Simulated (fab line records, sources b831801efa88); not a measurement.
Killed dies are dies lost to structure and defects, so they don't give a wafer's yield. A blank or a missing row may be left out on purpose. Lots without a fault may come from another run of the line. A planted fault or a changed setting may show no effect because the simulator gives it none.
fab line records | flow sky130
record lots=11 wafers=33 last_day=50
route steps=708 shown METAL3@534 PAD_OPEN@708
lots that met no fault: from a run of the same line without faults
start_h: hours from the record's first day to the start of the lot's first wafer shown | wait_h: hours since the lot's step before | " the same as in the row above | L1.1+2: a row that stands for several wafers | - no value, or no start given | * or withheld: withheld | < > ~ a bound
route shown NAME@n: a module of which the file shows steps, and the number in the route of the first | usual: mean/standard deviation of fault-free wafers | same: alike in all rows | chamber/n: place in a boat | sites: the reading at each site | _std_site: their standard deviation | _edge_site: outer sites' mean less inner sites' | radius_mm: how far each site lies from the wafer's centre | mask NAME#n: copy n | behind: the tool/chamber that last shaped the wafer | hold: why the lot was held/for how many hours/how that ended | device: the transistor (n, p or np) that didn't switch | end of line: the same wafers' tests at the end of the route | a step without rows: its recipe alone | killed: dies lost to structure and defects at the first sort, not the wafer's yield | map: a wafer's dies, x killed, . not, _ none there
set.NAME: the setting as run; set.NAME@STEP: as run at that earlier step | model.NAME: the simulator's own value behind a step, which no gauge read
steps of the route over a sample of lots; a table a step, a row a wafer
services: from which hour (start_h, from the record's first day; less than 0 if before it) a tool's chamber was out of use, for how many hours, and why
## steps
# step SKY_METAL3_SPUTTER_02
# recipe material=AlCu target_thk_nm=735 power_w=10600 time_s=39.1 chamber_pressure_pa=0.4
# usual throttle_valve_pct=29.9/0.68
# same time_s=39.1
# columns lot.wafer tool chamber start_h wait_h throttle_valve_pct
L506.1 pvd_sputter-02 - 842.71 0.0 30.3
L506.2 " - " " 29.7
L506.6 " - " " 29.1
L505.1 pvd_sputter-02 - 846.90 0.0 30.6
L505.3 " - " " 29.7
L505.5 " - " " 29.2
L507.2 pvd_sputter-03 - 856.50 0.0 31.3
L507.5 " - " " 31.3
L507.6 " - " " 29.4
L510.2 pvd_sputter-02 - 882.47 0.0 29.2
L510.5 " - " " 29.2
L510.6 " - " " 29.8
L511.2 pvd_sputter-02 - 887.94 0.0 30.4
L511.3 " - " " 29.5
L511.5 " - " " 29.4
L516.1 pvd_sputter-02 - 931.55 0.0 29.5
L516.2 " - " " 30.8
L516.3 " - " " 29.2
L522.1 pvd_sputter-04 - 966.52 0.0 30.4
L522.2 " - " " 29.8
L522.4 " - " " 29.8
L523.1 pvd_sputter-03 - 968.17 0.0 31.1
L523.3 " - " " 29.5
L523.5 " - " " 30.3
L524.3 pvd_sputter-03 - 974.17 0.0 30.0
L524.4 " - " " 29.5
L524.5 " - " " 31.2
L528.2 pvd_sputter-03 - 1011.59 0.0 29.8
L528.3 " - " " 31.0
L528.6 " - " " 30.1
L527.3 pvd_sputter-03 - 1020.47 0.0 30.0
L527.5 " - " " 31.5
L527.6 " - " " 30.1
# step SKY_METAL3_OVL_MEAS_14
# usual METAL3_OVL=1/6.4
# columns lot.wafer tool chamber start_h wait_h METAL3_OVL[nm]
L506.1 overlay-01 - 895.79 0.1 10
L506.2 " - " " 10
L506.6 " - " " 14
L505.1 overlay-02 - 898.57 0.1 -7
L505.3 " - " " -10
L505.5 " - " " -1
L507.2 overlay-01 - 907.90 0.1 4
L507.5 " - " " 3
L507.6 " - " " -1
L510.2 overlay-02 - 934.28 0.1 7
L510.5 " - " " 0
L510.6 " - " " 4
L511.2 overlay-02 - 938.77 0.1 -1
L511.3 " - " " -4
L511.5 " - " " -1
L516.1 overlay-02 - 981.59 0.1 7
L516.2 " - " " 3
L516.3 " - " " -1
L522.1 overlay-02 - 1013.99 0.1 0
L522.2 " - " " 3
L522.4 " - " " 1
L523.1 overlay-02 - 1016.57 0.1 0
L523.3 " - " " -2
L523.5 " - " " -4
L524.3 overlay-01 - 1021.63 0.1 2
L524.4 " - " " 3
L524.5 " - " " 1
L528.2 overlay-01 - 1058.08 0.1 -17
L528.3 " - " " -7
L528.6 " - " " -12
L527.3 overlay-02 - 1066.43 0.1 15
L527.5 " - " " 11
L527.6 " - " " 2
# step SKY_METAL3_ETCH_17
# recipe target=SiO2 stop_on=TiN chemistry=C4F8/O2/Ar source_w=1500 bias_w=1200 pressure_mtorr=40 c4f8_flow_sccm=withheld O2_flow_sccm=6 Ar_flow_sccm=300 time_s=3.9 target_depth_a=150
# usual bias_w=1200/3.8 chamber_pressure_mTorr=40.00/0.038 oes_product_au=0.754/0.007 time_s=3.9/0
# columns lot.wafer tool chamber start_h wait_h bias_w chamber_pressure_mTorr oes_product_au rf_hours_counter_h time_s
L506.1 rie_diel-02 2 895.96 0.1 1199 39.96 0.748 18 3.9
L506.2 " 1 " " 1200 40.00 0.754 17 3.9
L506.6 " 0 " " 1201 40.00 0.755 - 3.9
L505.1 rie_diel-01 0 898.74 0.1 1199 40.03 0.747 18 3.9
L505.3 " 1 " " 1202 40.04 0.750 12 3.9
L505.5 " 1 " " 1201 39.96 0.746 - 3.9
L507.2 rie_diel-01 3 908.06 0.1 1203 40.03 0.756 23 3.9
L507.5 " 0 " " 1204 39.95 0.756 - 3.9
L507.6 " 1 " " 1200 39.95 0.756 - 3.9
L510.2 rie_diel-01 0 934.44 0.1 1198 40.05 0.755 19 3.9
L510.5 " 1 " " 1198 40.00 0.745 - 3.9
L510.6 " 0 " " 1197 40.01 0.755 - 3.9
L511.2 rie_diel-01 1 938.93 0.1 1207 40.01 0.741 14 3.9
L511.3 " 2 " " 1202 40.08 0.739 17 3.9
L511.5 " 2 " " 1203 40.05 0.743 - 3.9
L516.1 rie_diel-01 0 981.76 0.1 1195 40.02 0.748 21 3.9
L516.2 " 3 " " 1199 40.02 0.750 25 3.9
L516.3 " 1 " " 1201 40.02 0.748 15 3.9
L522.1 rie_diel-01 1 1014.16 0.1 - - - - -
L522.2 " 2 " " - - - - -
L522.4 " 2 " " - - - - -
L523.1 rie_diel-02 0 1016.74 0.1 - - - - -
L523.3 " 1 " " - - - - -
L523.5 " 2 " " - - - - -
L524.3 rie_diel-01 2 1021.78 0.0 1198 39.98 0.755 19 3.9
L524.4 " 3 " " 1206 40.02 0.770 26 3.9
L524.5 " 1 " " 1205 40.01 0.761 - 3.9
L528.2 rie_diel-03 2 1058.24 0.1 1195 39.98 0.749 11 3.9
L528.3 " 3 " " 1193 39.99 0.756 13 3.9
L528.6 " 1 " " 1200 40.03 0.745 - 3.9
L527.3 rie_diel-03 3 1066.59 0.0 1200 39.94 0.756 14 3.9
L527.5 " 1 " " 1201 39.98 0.760 - 3.9
L527.6 " 2 " " 1202 40.05 0.754 - 3.9
# step SKY_METAL3_METAL_ETCH_18
# recipe target_depth_a=8450 stop_on=SiO2 over_etch_frac=0.3 time_s=183.1 chemistry=Cl2/BCl3 resist_sidewall_deg=88 pressure_mtorr=10 icp_w=900 bias_w=48.5 Cl2_flow_sccm=60 bcl3_flow_sccm=30
# usual bcl3_flow_sccm=30.00/0.088 bias_w=48.48/0.14 drypump_motor_current_A=5.6/0.34 mfc_cl2_sccm=59.97/0.16 oes_product_au=0.865/0.006 throttle_valve_pct=22.264/0.0092
# same time_s=183.1
# columns lot.wafer tool chamber start_h wait_h bcl3_flow_sccm bias_w drypump_motor_current_A mfc_cl2_sccm oes_product_au rf_hours_counter_h throttle_valve_pct
L506.1 rie_metal-04 1 895.98 0.0 29.97 48.42 6.0 59.69 0.867 11 22.256
L506.2 " 0 " " 29.97 48.51 5.1 60.04 0.865 0 22.265
L506.6 " 1 " " 29.89 48.30 6.0 59.74 0.864 - 22.256
L505.1 rie_metal-01 1 898.75 0.0 30.17 48.42 5.7 59.82 0.862 13 22.264
L505.3 " 1 " " 30.15 48.56 5.7 59.83 0.859 - 22.267
L505.5 " 0 " " 30.05 48.27 5.5 59.87 0.858 - 22.270
L507.2 rie_metal-01 1 908.08 0.0 29.87 48.63 5.7 60.09 0.859 14 22.264
L507.5 " 0 " " 29.85 48.55 5.4 59.74 0.871 - 22.262
L507.6 " 1 " " 30.20 48.36 5.7 59.97 0.865 - 22.255
L510.2 rie_metal-04 0 934.46 0.0 30.06 48.67 5.1 59.92 0.861 2 22.264
L510.5 " 0 " " 30.09 48.40 5.1 60.10 0.869 - 22.267
L510.6 " 1 " " 29.84 48.29 6.0 59.85 0.863 - 22.259
L511.2 rie_metal-04 1 938.95 0.0 30.07 48.43 6.0 59.96 0.870 13 22.253
L511.3 " 0 " " 29.97 48.76 5.1 60.18 0.866 - 22.265
L511.5 " 0 " " 29.83 48.68 5.1 60.07 0.868 - 22.258
L516.1 rie_metal-04 0 981.78 0.0 29.90 48.64 5.1 59.77 0.865 5 22.272
L516.2 " 1 " " 30.03 48.48 6.0 60.10 0.868 16 22.273
L516.3 " 0 " " 29.99 48.69 5.1 59.90 0.860 - 22.287
L522.1 rie_metal-01 0 1014.18 0.0 29.99 48.35 5.4 60.27 0.875 17 22.259
L522.2 " 1 " " 29.89 48.54 5.7 59.84 0.874 18 22.275
L522.4 " 0 " " 30.03 48.30 5.5 59.99 0.872 - 22.264
L523.1 rie_metal-01 0 1016.76 0.0 30.03 48.77 5.5 60.28 0.865 17 22.263
L523.3 " 1 " " 30.08 48.46 5.7 59.80 0.872 - 22.272
L523.5 " 1 " " 30.08 48.30 5.7 60.12 0.866 - 22.259
L524.3 rie_metal-01 0 1021.86 0.1 29.85 48.51 5.4 60.07 0.863 - 22.260
L524.4 " 1 " " 29.98 48.56 5.7 59.90 0.855 - 22.243
L524.5 " 0 " " 29.97 48.58 5.4 59.91 0.857 - 22.275
L528.2 rie_metal-01 1 1058.26 0.0 30.00 48.55 5.7 59.85 0.865 21 22.249
L528.3 " 1 " " 29.94 48.67 5.7 59.95 0.870 - 22.259
L528.6 " 1 " " 29.97 48.36 5.7 60.00 0.874 - 22.238
L527.3 rie_metal-01 1 1066.67 0.1 30.05 48.70 5.6 60.35 0.872 - 22.267
L527.5 " 1 " " 29.99 48.67 5.7 60.27 0.859 - 22.288
L527.6 " 0 " " 30.13 48.42 5.5 60.14 0.866 - 22.258
# step SKY_PAD_OPEN_PROBE_99
# usual defect_limited_yield=82.5/2.1 killed_at_M0_to_M3=43/7.7 killed_at_M4_up=2.9/1.9 killed_at_contacts=24/5.9 killed_at_front_end=16/5.1 killed_at_other=0.3/0.63 killed_dies=86/10 killed_on_rim=16/3.6 killed_open=47/7.6 killed_short=39/6.8 sort_bin_3_pad_short=0.8/0.44 sort_bin_5_function=10.4/1.6 sort_bin_6_memory=6.3/1.1 sort_n_pass=406/10 sort_yield_pct=82.5/2.1
# same gross_dies=492 killed_at_back_side=0 sort_bin_4_leakage[%]=0 sort_bin_8_speed[%]=0
# columns lot.wafer tool chamber start_h wait_h defect_limited_yield[%] killed_at_M0_to_M3 killed_at_M4_up killed_at_contacts killed_at_front_end killed_at_other killed_dies killed_on_rim killed_open killed_short sort_bin_3_pad_short[%] sort_bin_5_function[%] sort_bin_6_memory[%] sort_n_pass sort_yield_pct[%]
L505.1 prober-02 - 1073.20 0.1 81.3 53 2 18 19 0 92 15 47 45 0.6 13.2 4.9 400 81.3
L505.3 prober-02 - 1073.30 0.2 82.9 42 4 22 16 0 84 16 51 32 1.2 8.9 6.9 408 82.9
L505.5 prober-02 - 1073.40 0.2 83.3 35 2 18 27 0 82 13 40 42 0.6 10.0 6.1 410 83.3
L516.1 prober-02 - 1142.03 0.1 80.5 43 2 35 16 0 96 21 54 42 0.2 13.2 6.1 396 80.5
L516.2 prober-02 - 1142.08 0.1 80.7 54 1 20 20 0 95 22 41 53 1.2 11.6 6.5 397 80.7
L516.3 prober-02 - 1142.13 0.2 84.8 45 1 18 10 1 75 13 45 30 1.6 7.5 6.1 417 84.8
L522.1 prober-02 - 1164.67 0.1 0 442 5 22 22 1 492 96 40 35 1.2 93.5 5.3 0 0
L522.2 prober-02 - 1164.72 0.1 0 451 2 20 19 0 492 96 37 34 1.0 94.1 4.9 0 0
L522.4 prober-02 - 1164.82 0.2 0 459 2 15 16 0 492 96 33 34 1.0 94.1 4.9 0 0
L523.1 prober-01 - 1168.54 0.1 0 456 4 24 7 1 492 96 47 29 0.4 92.9 6.7 0 0
L523.3 prober-01 - 1168.64 0.2 0 450 2 20 19 1 492 96 49 43 1.0 91.9 7.1 0 0
L523.5 prober-01 - 1168.74 0.2 0 447 8 18 18 1 492 96 44 39 1.2 92.7 6.1 0 0
L524.3 prober-02 - 1171.13 0.2 82.7 51 2 20 12 0 85 14 53 31 0.8 10.6 5.9 407 82.7
L524.4 prober-02 - 1171.18 0.2 82.9 40 2 18 24 0 84 19 44 39 0.4 9.6 7.1 408 82.9
L524.5 prober-02 - 1171.23 0.2 82.3 36 3 20 28 0 87 8 47 39 1.0 10.4 6.3 405 82.3
# killed by level:class
L505.1 CONTACT:geometric_particle:open=9 VIA2:geometric_particle:open=9 METAL1:geometric_particle:short=8 METAL2:geometric_particle:short=8 POLY_GATE:geometric_particle:open=7 VIA1:geometric_particle:short=7 POLY_GATE:geometric_particle:short=6 VIA3:geometric_particle:open=6
L505.3 VIA1:geometric_particle:open=12 CONTACT:geometric_particle:open=9 LI_CONTACT:geometric_particle:open=8 POLY_GATE:geometric_particle:short=6 POLY_GATE:geometric_particle:open=6 VIA2:geometric_particle:open=6 VIA3:geometric_particle:open=6 METAL3:geometric_particle:short=4
L505.5 POLY_GATE:geometric_particle:short=10 VIA2:geometric_particle:open=7 CONTACT:geometric_particle:open=6 VIA3:geometric_particle:open=6 FIELD_ISO:geometric_particle:short=5 VIA1:geometric_particle:open=5 LI_CONTACT:geometric_particle:open=4 LOCAL_INTERCONNECT:geometric_particle:short=4
L516.1 VIA1:geometric_particle:open=13 CONTACT:geometric_particle:open=10 CONTACT:geometric_particle:short=9 POLY_GATE:geometric_particle:open=8 VIA2:geometric_particle:open=7 METAL2:geometric_particle:short=7 LI_CONTACT:geometric_particle:open=6 LOCAL_INTERCONNECT:geometric_particle:short=6
L516.2 VIA1:geometric_particle:open=15 METAL2:geometric_particle:short=7 POLY_GATE:geometric_particle:short=6 METAL1:geometric_particle:short=6 CONTACT:geometric_particle:short=6 VIA1:geometric_particle:short=6 VIA2:geometric_particle:short=5 LI_CONTACT:geometric_particle:open=4
L516.3 VIA1:geometric_particle:open=15 CONTACT:geometric_particle:open=10 VIA1:geometric_particle:short=8 VIA3:geometric_particle:open=7 FIELD_ISO:geometric_particle:short=4 METAL2:geometric_particle:short=3 POLY_GATE:geometric_particle:short=3 LOCAL_INTERCONNECT:geometric_particle:short=3
L522.1 METAL3:area_etch=415 FIELD_ISO:geometric_particle:open=9 CONTACT:geometric_particle:open=8 FIELD_ISO:geometric_particle:short=6 VIA1:geometric_particle:open=5 LI_CONTACT:geometric_particle:open=5 METAL4:geometric_particle:short=5 VIA2:geometric_particle:open=5
L522.2 METAL3:area_etch=421 FIELD_ISO:geometric_particle:short=8 FIELD_ISO:geometric_particle:open=7 CONTACT:geometric_particle:open=6 LI_CONTACT:geometric_particle:open=5 METAL1:geometric_particle:short=5 VIA1:geometric_particle:open=5 LI_CONTACT:geometric_particle:short=3
L522.4 METAL3:area_etch=423 VIA1:geometric_particle:open=9 VIA2:geometric_particle:open=7 CONTACT:geometric_particle:short=5 METAL1:geometric_particle:short=5 FIELD_ISO:geometric_particle:open=4 LI_CONTACT:geometric_particle:open=4 FIELD_ISO:geometric_particle:short=3
L523.1 METAL3:area_etch=415 VIA3:geometric_particle:open=14 CONTACT:geometric_particle:open=11 VIA1:geometric_particle:open=9 CONTACT:geometric_particle:short=5 LOCAL_INTERCONNECT:geometric_particle:short=4 VIA2:geometric_particle:open=4 FIELD_ISO:geometric_particle:open=3
L523.3 METAL3:area_etch=399 VIA3:geometric_particle:open=9 FIELD_ISO:geometric_particle:open=8 LI_CONTACT:geometric_particle:open=8 VIA1:geometric_particle:open=8 VIA1:geometric_particle:short=7 METAL2:geometric_particle:short=6 FIELD_ISO:geometric_particle:short=5
L523.5 METAL3:area_etch=409 VIA1:geometric_particle:open=10 CONTACT:geometric_particle:open=7 METAL4:geometric_particle:short=7 VIA3:geometric_particle:open=6 FIELD_ISO:geometric_particle:short=4 POLY_GATE:geometric_particle:open=4 LI_CONTACT:geometric_particle:open=4
L524.3 VIA1:geometric_particle:open=12 VIA2:geometric_particle:open=10 CONTACT:geometric_particle:open=8 VIA3:geometric_particle:open=7 LI_CONTACT:geometric_particle:open=6 FIELD_ISO:geometric_particle:open=5 METAL1:geometric_particle:short=5 FIELD_ISO:geometric_particle:short=4
L524.4 VIA1:geometric_particle:open=8 VIA2:geometric_particle:open=7 FIELD_ISO:geometric_particle:short=6 FIELD_ISO:geometric_particle:open=6 CONTACT:geometric_particle:open=5 VIA2:geometric_particle:short=5 LI_CONTACT:geometric_particle:open=4 LOCAL_INTERCONNECT:geometric_particle:short=4
L524.5 VIA1:geometric_particle:open=11 FIELD_ISO:geometric_particle:open=8 VIA3:geometric_particle:open=7 FIELD_ISO:geometric_particle:short=6 CONTACT:geometric_particle:short=5 LOCAL_INTERCONNECT:geometric_particle:short=5 CONTACT:geometric_particle:open=5 POLY_GATE:geometric_particle:short=4
## services
# columns tool chamber start_h hours kind
rie_diel-02 - 827.03 2.8 pm
rie_diel-01 - 834.33 14.6 pm
rie_diel-03 - 837.37 0.8 repair
rie_diel-02 1 852.92 15.3 repair
rie_metal-04 0 856.61 30.4 repair
rie_diel-03 2 862.82 3.9 repair
rie_metal-04 - 870.28 2.8 pm
rie_diel-01 2 884.37 3.4 repair
pvd_sputter-03 - 887.45 2.3 repair
pvd_sputter-02 - 904.63 8.7 repair
rie_metal-04 1 909.61 2.4 repair
rie_diel-03 2 918.66 5.6 repair
rie_diel-02 1 942.26 4.1 repair
pvd_sputter-04 - 953.86 1.9 repair
rie_diel-01 2 960.45 14.4 repair
rie_metal-01 1 981.71 21.0 repair
rie_diel-02 0 981.83 18.1 repair
rie_diel-02 - 992.20 0.8 repair
pvd_sputter-04 - 1006.84 6.4 repair
rie_diel-01 0 1008.25 7.5 repair
rie_diel-01 1 1009.36 1.3 repair
rie_diel-01 0 1016.01 5.3 repair
rie_diel-01 2 1029.59 14.3 repair
rie_diel-02 0 1040.57 7.0 repair
## key
first_sign step=SKY_METAL3_ETCH_17 reading=tool_record direction=missing
effect step=SKY_PAD_OPEN_PROBE_99 reading=killed_at_M0_to_M3 direction=up sigmas=53 usual=43 struck=451
more_kills_born_at SKY_METAL3_ETCH_17@rie_diel-01=1257 SKY_METAL3_ETCH_17@rie_diel-02=1223
met_at SKY_METAL3_ETCH_17
struck_lots L522,L523
later_rows_left_out L522.1,L522.2,L522.4,L523.1,L523.3,L523.5
not_acting_at SKY_METAL3_SPUTTER_02,SKY_METAL3_OVL_MEAS_14,SKY_METAL3_METAL_ETCH_18
onset_between 981.76 1014.16
fault kind=skipped_step_whole tool=rie_diel-01,rie_diel-02 chamber=- onset_h=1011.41 steps=SKY_METAL3_ETCH_17 scope=struck_lots_only
# later_rows_left_out: the simulator's readings of these wafers behind a module that went badly wrong aren't trusted and aren't shown, but for the sort
